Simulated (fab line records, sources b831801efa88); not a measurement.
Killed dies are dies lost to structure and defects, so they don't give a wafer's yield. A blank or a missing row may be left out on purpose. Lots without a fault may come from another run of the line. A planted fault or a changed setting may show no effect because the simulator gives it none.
Problem report in the 8D (eight disciplines) form, filled by code | flow gf180mcu | the parts of the form that need people (team, actions taken, sign-off) are left out

1. THE PROBLEM
CONTACT_W_RS at GF_CONTACT_RS_MEAS_25 reads a mean of 0.277 ohm/sq on 5 wafers of 3 lots; wafers without a fault read 0.386 ohm/sq with a standard deviation of 0.0043. That is -25 standard deviations from the usual mean.
The step: measures by four-point-probe.
First seen on wafer L989.4, day 18 21:01, on film_metro-02. The record holds 36 wafers of 13 lots with a number at this step. Rule for "out", or "out of limits": more than 4 standard deviations from the usual mean. The other wafers with a number count as sound.

2. WHAT IT IS AND WHAT IT IS NOT
question                    | is                                     | is not
which readings at this step | CONTACT_W_RS                           | -
which lots                  | L989, L992, L993                       | L100, L101, L102, L103, L104, L105, L995, L997, L998, L999
which wafers of those lots  | L989.4, L992.2, L992.4, L993.2, L993.4 | L989.5
read on which gauges        | film_metro-01, film_metro-02           | film_metro-03
when                        | from day 18 21:01                      | up to then (1 sound wafer); but 30 sound wafers of L100, L101, L102, L103, L104, L105, L995, L997, L998, L999 came after

3. SUSPECTS, AND WHAT RULES EACH OUT
Counting: a tool at a process step up to the reading stays a suspect if it ran every lot that is out. Sound lots after the first of them don't rule it out here, since some wafers of a struck lot are sound.
- the gauge at GF_CONTACT_RS_MEAS_25: ruled out. The wafers that are out were read on 2 gauges (film_metro-01, film_metro-02).
- cvd_w-02 at GF_CONTACT_CVD_24 (deposits W, target thk 300 nm, time 90.339 s): kept. It ran every lot that is out, first L989 (day 18 20:53).
Left after counting: cvd_w-02 at GF_CONTACT_CVD_24.

4. THE CAUSE (what the simulator had put in)
Process parameter drift: cvd_w-02, from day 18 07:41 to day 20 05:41, at GF_CONTACT_CVD_24. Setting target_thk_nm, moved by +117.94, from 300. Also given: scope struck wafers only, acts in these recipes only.
Counting left only this tool.

5. THE CHAIN OF EFFECTS, in route order
Each row: a reading whose mean over the struck wafers that have a number lies more than 3 standard deviations from the usual. Only readings for which the record gives a usual standard deviation are gone through. hours: the time from each lot's start at the first step in this table that gives one to its start at this step, as a median over the lots. sigmas: the change in usual standard deviations.
hours | step                   | reading            | usual        | on struck wafers | change | sigmas
0     | GF_CONTACT_RS_MEAS_25  | CONTACT_W_RS       | 0.386 ohm/sq | 0.277            | -0.109 | -25
0     | GF_CONTACT_THK_MEAS_26 | CONTACT_W_THK      | 291 nm       | 399              | +108   | +30
0     | GF_CONTACT_CMP_27      | time_to_endpoint_s | 73.0 s       | 99.7             | +26.7  | +10
The process steps in it:
- GF_CONTACT_CMP_27: polishes, stops on SiO2, t overpolish 15 s, target thk 0 nm.

6. WHAT WOULD HAVE CAUGHT IT SOONER
In this record the first reading out of limits at a measuring or inspecting step was taken at day 18 21:01, 13 hours after the fault began at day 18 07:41.
Of the tool readings at GF_CONTACT_CVD_24 for which the record gives a usual standard deviation, none was out on any struck wafer, so an alarm limit of 4 standard deviations on them would not have fired.
Of the lots that are out (3), L992, L993 began GF_CONTACT_CVD_24 on cvd_w-02 after day 18 21:01. A hold on the tool at that time would have spared those 2.
